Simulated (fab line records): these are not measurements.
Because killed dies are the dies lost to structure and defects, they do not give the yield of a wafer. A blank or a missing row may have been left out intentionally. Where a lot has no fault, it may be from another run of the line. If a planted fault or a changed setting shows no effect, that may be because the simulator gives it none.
Which tool did it? || flow sky130 || 40 wafers from 14 lots sampled at 7 of the route's 708 steps

WHAT THE GAUGES SHOWED, per wafer
The record holds no reading of a measuring or inspecting step that can be judged against a usual standard deviation.

TOOL THAT RAN EACH LOT (tool first, then ch and the chambers of the sampled wafers, then the start)
{"lot": "L301", "SKY_METAL1_SPUTTER_04": "pvd sputter-01, day 31 09:38", "SKY_METAL1_ETCH_18": "rie metal-04 ch 0,1, day 32 13:29", "SKY_VIA1_CMP_02": "cmp-02 ch 0,1,2, day 32 14:33", "SKY_VIA2_CMP_02": "cmp-02 ch 1,2, day 34 21:53", "SKY_VIA2_ETCH_15": "rie diel-01 ch 0,1,3, day 36 00:27", "SKY_METAL3_SPUTTER_00": "pvd sputter-01, day 36 01:46", "SKY_METAL3_SPUTTER_01": "pvd sputter-01, day 36 01:47"}
{"lot": "L303", "SKY_METAL1_SPUTTER_04": "pvd sputter-02, day 32 00:34", "SKY_METAL1_ETCH_18": "rie metal-01 ch 1, day 33 03:37", "SKY_VIA1_CMP_02": "cmp-02 ch 1,3, day 33 04:44", "SKY_VIA2_CMP_02": "cmp-02 ch 0,3, day 35 11:54", "SKY_VIA2_ETCH_15": "rie diel-01 ch 0,1,2, day 36 14:57", "SKY_METAL3_SPUTTER_00": "pvd sputter-03, day 36 16:16", "SKY_METAL3_SPUTTER_01": "pvd sputter-03, day 36 16:17"}
{"lot": "L304", "SKY_METAL1_SPUTTER_04": "pvd sputter-01, day 32 16:55", "SKY_METAL1_ETCH_18": "rie metal-01 ch 1, day 33 18:44", "SKY_VIA1_CMP_02": "cmp-01 ch 1,2, day 33 19:53", "SKY_VIA2_CMP_02": "cmp-01 ch 0,1,2, day 36 03:41", "SKY_VIA2_ETCH_15": "rie diel-01 ch 0,2, day 37 04:28", "SKY_METAL3_SPUTTER_00": "pvd sputter-02, day 37 05:47", "SKY_METAL3_SPUTTER_01": "pvd sputter-02, day 37 05:49"}
{"lot": "L305", "SKY_METAL1_SPUTTER_04": "pvd sputter-02, day 32 21:25", "SKY_METAL1_ETCH_18": "rie metal-04 ch 0,1, day 33 23:53", "SKY_VIA1_CMP_02": "cmp-02 ch 2,3, day 34 00:48", "SKY_VIA2_CMP_02": "cmp-01 ch 0,2,3, day 36 08:38", "SKY_VIA2_ETCH_15": "rie diel-01 ch 0,1,2, day 37 10:44", "SKY_METAL3_SPUTTER_00": "pvd sputter-03, day 37 12:04", "SKY_METAL3_SPUTTER_01": "pvd sputter-03, day 37 12:05"}
{"lot": "L306", "SKY_METAL1_SPUTTER_04": "pvd sputter-03, day 33 03:10", "SKY_METAL1_ETCH_18": "rie metal-04 ch 0,1, day 34 05:29", "SKY_VIA1_CMP_02": "cmp-02 ch 0,3, day 34 06:29", "SKY_VIA2_CMP_02": "cmp-01 ch 2,3, day 36 15:02", "SKY_VIA2_ETCH_15": "rie diel-02 ch 0,1,3, day 37 17:25", "SKY_METAL3_SPUTTER_00": "pvd sputter-01, day 37 18:46", "SKY_METAL3_SPUTTER_01": "pvd sputter-01, day 37 18:47"}
{"lot": "L309", "SKY_METAL1_SPUTTER_04": "pvd sputter-03, day 34 06:07", "SKY_METAL1_ETCH_18": "rie metal-02 ch 0,1, day 35 09:02", "SKY_VIA1_CMP_02": "cmp-02 ch 2, day 35 09:59", "SKY_VIA2_CMP_02": "cmp-01 ch 1,3, day 37 16:34", "SKY_VIA2_ETCH_15": "rie diel-01 ch 1, day 38 18:38", "SKY_METAL3_SPUTTER_00": "pvd sputter-02, day 38 19:58", "SKY_METAL3_SPUTTER_01": "pvd sputter-02, day 38 19:59"}
{"lot": "L310", "SKY_METAL1_SPUTTER_04": "pvd sputter-03, day 34 09:53", "SKY_METAL1_ETCH_18": "rie metal-04 ch 0, day 35 12:49", "SKY_VIA1_CMP_02": "cmp-01 ch 0,3, day 35 14:01", "SKY_VIA2_CMP_02": "cmp-01 ch 0,1, day 37 20:49", "SKY_VIA2_ETCH_15": "rie diel-01 ch 1,2, day 38 22:50", "SKY_METAL3_SPUTTER_00": "-", "SKY_METAL3_SPUTTER_01": "-"}
{"lot": "L317", "SKY_METAL1_SPUTTER_04": "pvd sputter-02, day 36 16:22", "SKY_METAL1_ETCH_18": "rie metal-04 ch 0,1, day 37 17:48", "SKY_VIA1_CMP_02": "cmp-02 ch 0,1,2, day 37 18:41", "SKY_VIA2_CMP_02": "cmp-02 ch 1,3, day 40 00:10", "SKY_VIA2_ETCH_15": "rie diel-01 ch 0,2, day 41 01:38", "SKY_METAL3_SPUTTER_00": "pvd sputter-03, day 41 03:08", "SKY_METAL3_SPUTTER_01": "pvd sputter-03, day 41 03:10"}
{"lot": "L318", "SKY_METAL1_SPUTTER_04": "pvd sputter-01, day 37 02:03", "SKY_METAL1_ETCH_18": "rie metal-02 ch 0,1, day 38 04:07", "SKY_VIA1_CMP_02": "cmp-02 ch 0,1,2, day 38 05:11", "SKY_VIA2_CMP_02": "cmp-02 ch 0,1,3, day 40 09:55", "SKY_VIA2_ETCH_15": "rie diel-01 ch 0,1,3, day 41 10:52", "SKY_METAL3_SPUTTER_00": "pvd sputter-01, day 41 12:11", "SKY_METAL3_SPUTTER_01": "pvd sputter-01, day 41 12:13"}
{"lot": "L320", "SKY_METAL1_SPUTTER_04": "pvd sputter-03, day 37 18:29", "SKY_METAL1_ETCH_18": "rie metal-02 ch 0, day 38 20:11", "SKY_VIA1_CMP_02": "cmp-01 ch 0,1, day 38 21:06", "SKY_VIA2_CMP_02": "cmp-02 ch 0,2,3, day 41 02:02", "SKY_VIA2_ETCH_15": "rie diel-01 ch 1,2,3, day 42 02:05", "SKY_METAL3_SPUTTER_00": "pvd sputter-01, day 42 03:28", "SKY_METAL3_SPUTTER_01": "pvd sputter-01, day 42 03:29"}
{"lot": "L321", "SKY_METAL1_SPUTTER_04": "pvd sputter-01, day 38 01:59", "SKY_METAL1_ETCH_18": "rie metal-02 ch 1, day 39 03:05", "SKY_VIA1_CMP_02": "cmp-02 ch 1,2,3, day 39 04:00", "SKY_VIA2_CMP_02": "cmp-02 ch 1,3, day 41 08:28", "SKY_VIA2_ETCH_15": "rie diel-01 ch 0,2, day 42 08:58", "SKY_METAL3_SPUTTER_00": "pvd sputter-01, day 42 10:18", "SKY_METAL3_SPUTTER_01": "pvd sputter-01, day 42 10:19"}
{"lot": "L322", "SKY_METAL1_SPUTTER_04": "pvd sputter-01, day 38 09:05", "SKY_METAL1_ETCH_18": "rie metal-02 ch 1, day 39 10:35", "SKY_VIA1_CMP_02": "cmp-02 ch 0,2,3, day 39 12:31", "SKY_VIA2_CMP_02": "cmp-01 ch 0,2,3, day 41 15:04", "SKY_VIA2_ETCH_15": "rie diel-01 ch 1,3, day 42 14:49", "SKY_METAL3_SPUTTER_00": "pvd sputter-03, day 42 16:11", "SKY_METAL3_SPUTTER_01": "pvd sputter-03, day 42 16:12"}
{"lot": "L323", "SKY_METAL1_SPUTTER_04": "pvd sputter-01, day 38 18:55", "SKY_METAL1_ETCH_18": "rie metal-01 ch 0,1, day 39 20:05", "SKY_VIA1_CMP_02": "cmp-02 ch 1,2,3, day 39 21:03", "SKY_VIA2_CMP_02": "cmp-02 ch 0,3, day 41 23:59", "SKY_VIA2_ETCH_15": "rie diel-04 ch 0,1,3, day 42 23:56", "SKY_METAL3_SPUTTER_00": "pvd sputter-02, day 43 01:46", "SKY_METAL3_SPUTTER_01": "pvd sputter-02, day 43 01:47"}
{"lot": "L324", "SKY_METAL1_SPUTTER_04": "pvd sputter-01, day 38 22:53", "SKY_METAL1_ETCH_18": "rie metal-04 ch 0, day 39 23:29", "SKY_VIA1_CMP_02": "cmp-02 ch 0,2,3, day 40 00:35", "SKY_VIA2_CMP_02": "cmp-01 ch 0,1,2, day 42 03:57", "SKY_VIA2_ETCH_15": "rie diel-01 ch 0,1,2, day 43 03:38", "SKY_METAL3_SPUTTER_00": "pvd sputter-01, day 43 04:58", "SKY_METAL3_SPUTTER_01": "pvd sputter-01, day 43 04:59"}
- SKY_METAL1_SPUTTER_04: material TiN, target thk 70 nm, time 58.3 s.
- SKY_METAL1_ETCH_18: etches BARC in N2/H2, stops on SiO2, time 45.9 s, target depth 60 nm.
- SKY_VIA1_CMP_02: polishes SiO2.
- SKY_VIA2_CMP_02: polishes SiO2.
- SKY_VIA2_ETCH_15: etches SiO2 in C4F8/O2/Ar, stops on TiN, target depth 546 nm, time 84 s.
- SKY_METAL3_SPUTTER_00: material Ti, target thk 15 nm, time 10 s.
- SKY_METAL3_SPUTTER_01: material TiN, target thk 20 nm, time 16.7 s.

AS READ BY THE TOOLS THEMSELVES (means over the sampled wafers that have a number; for cases with no such wafer, the mark the record gives instead)
SKY_METAL1_SPUTTER_04.
{"lot": "L301", "tool": "pvd sputter-01", "throttle valve pct (%)": 30.2}
{"lot": "L303", "tool": "pvd sputter-02", "throttle valve pct (%)": 30.0}
{"lot": "L304", "tool": "pvd sputter-01", "throttle valve pct (%)": 30.1}
{"lot": "L305", "tool": "pvd sputter-02", "throttle valve pct (%)": 29.8}
{"lot": "L306", "tool": "pvd sputter-03", "throttle valve pct (%)": 30.9}
{"lot": "L309", "tool": "pvd sputter-03", "throttle valve pct (%)": 30.7}
{"lot": "L310", "tool": "pvd sputter-03", "throttle valve pct (%)": 30.4}
{"lot": "L317", "tool": "pvd sputter-02", "throttle valve pct (%)": 30.0}
{"lot": "L318", "tool": "pvd sputter-01", "throttle valve pct (%)": 29.5}
{"lot": "L320", "tool": "pvd sputter-03", "throttle valve pct (%)": 30.5}
{"lot": "L321", "tool": "pvd sputter-01", "throttle valve pct (%)": 29.8}
{"lot": "L322", "tool": "pvd sputter-01", "throttle valve pct (%)": 29.9}
{"lot": "L323", "tool": "pvd sputter-01", "throttle valve pct (%)": 30.2}
{"lot": "L324", "tool": "pvd sputter-01", "throttle valve pct (%)": 30.2}

SKY_METAL1_ETCH_18.
{"lot": "L301", "tool": "rie metal-04", "drypump motor current A (A)": 5.8, "oes product au (a.u.)": 0.856, "throttle valve pct (%)": 13.221}
{"lot": "L303", "tool": "rie metal-01", "drypump motor current A (A)": 5.5, "oes product au (a.u.)": 0.851, "throttle valve pct (%)": 13.219}
{"lot": "L304", "tool": "rie metal-01", "drypump motor current A (A)": 5.5, "oes product au (a.u.)": 0.854, "throttle valve pct (%)": 13.219}
{"lot": "L305", "tool": "rie metal-04", "drypump motor current A (A)": 5.5, "oes product au (a.u.)": 0.850, "throttle valve pct (%)": 13.217}
{"lot": "L306", "tool": "rie metal-04", "drypump motor current A (A)": 5.5, "oes product au (a.u.)": 0.858, "throttle valve pct (%)": 13.218}
{"lot": "L309", "tool": "rie metal-02", "drypump motor current A (A)": 5.9, "oes product au (a.u.)": 0.857, "throttle valve pct (%)": 13.239}
{"lot": "L310", "tool": "rie metal-04", "drypump motor current A (A)": 6.1, "oes product au (a.u.)": 0.849, "throttle valve pct (%)": 13.223}
{"lot": "L317", "tool": "rie metal-04", "drypump motor current A (A)": 5.8, "oes product au (a.u.)": 0.858, "throttle valve pct (%)": 13.218}
{"lot": "L318", "tool": "rie metal-02", "drypump motor current A (A)": 6.1, "oes product au (a.u.)": 0.857, "throttle valve pct (%)": 13.226}
{"lot": "L320", "tool": "rie metal-02", "drypump motor current A (A)": 5.3, "oes product au (a.u.)": 0.854, "throttle valve pct (%)": 13.230}
{"lot": "L321", "tool": "rie metal-02", "drypump motor current A (A)": 6.4, "oes product au (a.u.)": 0.860, "throttle valve pct (%)": 13.223}
{"lot": "L322", "tool": "rie metal-02", "drypump motor current A (A)": 6.5, "oes product au (a.u.)": 0.852, "throttle valve pct (%)": 13.229}
{"lot": "L323", "tool": "rie metal-01", "drypump motor current A (A)": 5.6, "oes product au (a.u.)": 0.855, "throttle valve pct (%)": 13.217}
{"lot": "L324", "tool": "rie metal-04", "drypump motor current A (A)": 6.1, "oes product au (a.u.)": 0.851, "throttle valve pct (%)": 13.227}

SKY_VIA1_CMP_02.
{"lot": "L301", "tool": "cmp-02", "motor current A (A)": 12.3}
{"lot": "L303", "tool": "cmp-02", "motor current A (A)": 12.0}
{"lot": "L304", "tool": "cmp-01", "motor current A (A)": 12.5}
{"lot": "L305", "tool": "cmp-02", "motor current A (A)": 11.7}
{"lot": "L306", "tool": "cmp-02", "motor current A (A)": 13.6}
{"lot": "L309", "tool": "cmp-02", "motor current A (A)": 11.9}
{"lot": "L310", "tool": "cmp-01", "motor current A (A)": 10.1}
{"lot": "L317", "tool": "cmp-02", "motor current A (A)": 12.6}
{"lot": "L318", "tool": "cmp-02", "motor current A (A)": 12.4}
{"lot": "L320", "tool": "cmp-01", "motor current A (A)": 12.0}
{"lot": "L321", "tool": "cmp-02", "motor current A (A)": 11.3}
{"lot": "L322", "tool": "cmp-02", "motor current A (A)": 12.9}
{"lot": "L323", "tool": "cmp-02", "motor current A (A)": 11.5}
{"lot": "L324", "tool": "cmp-02", "motor current A (A)": 12.3}

SKY_VIA2_CMP_02.
{"lot": "L301", "tool": "cmp-02", "motor current A (A)": 11.4}
{"lot": "L303", "tool": "cmp-02", "motor current A (A)": 14.1}
{"lot": "L304", "tool": "cmp-01", "motor current A (A)": 10.8}
{"lot": "L305", "tool": "cmp-01", "motor current A (A)": 10.2}
{"lot": "L306", "tool": "cmp-01", "motor current A (A)": 11.2}
{"lot": "L309", "tool": "cmp-01", "motor current A (A)": 11.8}
{"lot": "L310", "tool": "cmp-01", "motor current A (A)": 10.9}
{"lot": "L317", "tool": "cmp-02", "motor current A (A)": 11.8}
{"lot": "L318", "tool": "cmp-02", "motor current A (A)": 12.6}
{"lot": "L320", "tool": "cmp-02", "motor current A (A)": 12.7}
{"lot": "L321", "tool": "cmp-02", "motor current A (A)": 12.0}
{"lot": "L322", "tool": "cmp-01", "motor current A (A)": 10.2}
{"lot": "L323", "tool": "cmp-02", "motor current A (A)": 13.6}
{"lot": "L324", "tool": "cmp-01", "motor current A (A)": 11.1}

SKY_VIA2_ETCH_15.
{"lot": "L301", "tool": "rie diel-01", "oes product au (a.u.)": 0.938}
{"lot": "L303", "tool": "rie diel-01", "oes product au (a.u.)": 0.941}
{"lot": "L304", "tool": "rie diel-01", "oes product au (a.u.)": 0.937}
{"lot": "L305", "tool": "rie diel-01", "oes product au (a.u.)": 0.937}
{"lot": "L306", "tool": "rie diel-02", "oes product au (a.u.)": 0.941}
{"lot": "L309", "tool": "rie diel-01", "oes product au (a.u.)": 0.968}
{"lot": "L310", "tool": "rie diel-01", "oes product au (a.u.)": 1.002}
{"lot": "L317", "tool": "rie diel-01", "oes product au (a.u.)": 0.940}
{"lot": "L318", "tool": "rie diel-01", "oes product au (a.u.)": 0.937}
{"lot": "L320", "tool": "rie diel-01", "oes product au (a.u.)": 0.942}
{"lot": "L321", "tool": "rie diel-01", "oes product au (a.u.)": 0.941}
{"lot": "L322", "tool": "rie diel-01", "oes product au (a.u.)": 0.941}
{"lot": "L323", "tool": "rie diel-04", "oes product au (a.u.)": 0.938}
{"lot": "L324", "tool": "rie diel-01", "oes product au (a.u.)": 0.942}

SKY_METAL3_SPUTTER_00.
{"lot": "L301", "tool": "pvd sputter-01", "throttle valve pct (%)": 29.7}
{"lot": "L303", "tool": "pvd sputter-03", "throttle valve pct (%)": 30.7}
{"lot": "L304", "tool": "pvd sputter-02", "throttle valve pct (%)": 29.7}
{"lot": "L305", "tool": "pvd sputter-03", "throttle valve pct (%)": 30.6}
{"lot": "L306", "tool": "pvd sputter-01", "throttle valve pct (%)": 30.1}
{"lot": "L309", "tool": "pvd sputter-02", "throttle valve pct (%)": 30.4}
{"lot": "L317", "tool": "pvd sputter-03", "throttle valve pct (%)": 30.7}
{"lot": "L318", "tool": "pvd sputter-01", "throttle valve pct (%)": 29.9}
{"lot": "L320", "tool": "pvd sputter-01", "throttle valve pct (%)": 29.9}
{"lot": "L321", "tool": "pvd sputter-01", "throttle valve pct (%)": 29.8}
{"lot": "L322", "tool": "pvd sputter-03", "throttle valve pct (%)": 30.3}
{"lot": "L323", "tool": "pvd sputter-02", "throttle valve pct (%)": 30.0}
{"lot": "L324", "tool": "pvd sputter-01", "throttle valve pct (%)": 30.0}

SKY_METAL3_SPUTTER_01.
{"lot": "L301", "tool": "pvd sputter-01", "throttle valve pct (%)": 29.8}
{"lot": "L303", "tool": "pvd sputter-03", "throttle valve pct (%)": 30.7}
{"lot": "L304", "tool": "pvd sputter-02", "throttle valve pct (%)": 30.0}
{"lot": "L305", "tool": "pvd sputter-03", "throttle valve pct (%)": 30.6}
{"lot": "L306", "tool": "pvd sputter-01", "throttle valve pct (%)": 30.1}
{"lot": "L309", "tool": "pvd sputter-02", "throttle valve pct (%)": 30.2}
{"lot": "L317", "tool": "pvd sputter-03", "throttle valve pct (%)": 30.7}
{"lot": "L318", "tool": "pvd sputter-01", "throttle valve pct (%)": 30.0}
{"lot": "L320", "tool": "pvd sputter-01", "throttle valve pct (%)": 30.0}
{"lot": "L321", "tool": "pvd sputter-01", "throttle valve pct (%)": 29.9}
{"lot": "L322", "tool": "pvd sputter-03", "throttle valve pct (%)": 30.5}
{"lot": "L323", "tool": "pvd sputter-02", "throttle valve pct (%)": 29.9}
{"lot": "L324", "tool": "pvd sputter-01", "throttle valve pct (%)": 29.8}

THE ANSWER, worked out from the rows above alone
Rule: usual is defined by the lots themselves. Put in order of their means at a reading, lots are off if they are a third of the lots or fewer, leave a main group of 4 or more, and stand apart from it by a gap of 3 or more times the standard deviation of the main group's means; of several such gaps the widest counts. A main group whose means are all the same, to the digits that the tables above print for the reading, isn't used. Also off: a lot with no number at a reading for which 4 or more lots have one. Any other lot the step has rows for is counted as sound. After the gauges, taken in route order, come the tools' own readings; for these a lot's mean is taken, as printed above. At the first step where some lot is off, the reading lying furthest off is the one used; lots without a number count as furthest.
Off: L309, L310, at SKY_VIA2_ETCH_15 (oes product au). The main group has a mean of 0.940 a.u. with a standard deviation of 0.0019.
If a tool, at that step or one of the process steps before it, ran each lot that is off and ran no sound lot following the first of them, it fits. None of those tried fits.

WHAT THE SIMULATOR HAD PUT IN
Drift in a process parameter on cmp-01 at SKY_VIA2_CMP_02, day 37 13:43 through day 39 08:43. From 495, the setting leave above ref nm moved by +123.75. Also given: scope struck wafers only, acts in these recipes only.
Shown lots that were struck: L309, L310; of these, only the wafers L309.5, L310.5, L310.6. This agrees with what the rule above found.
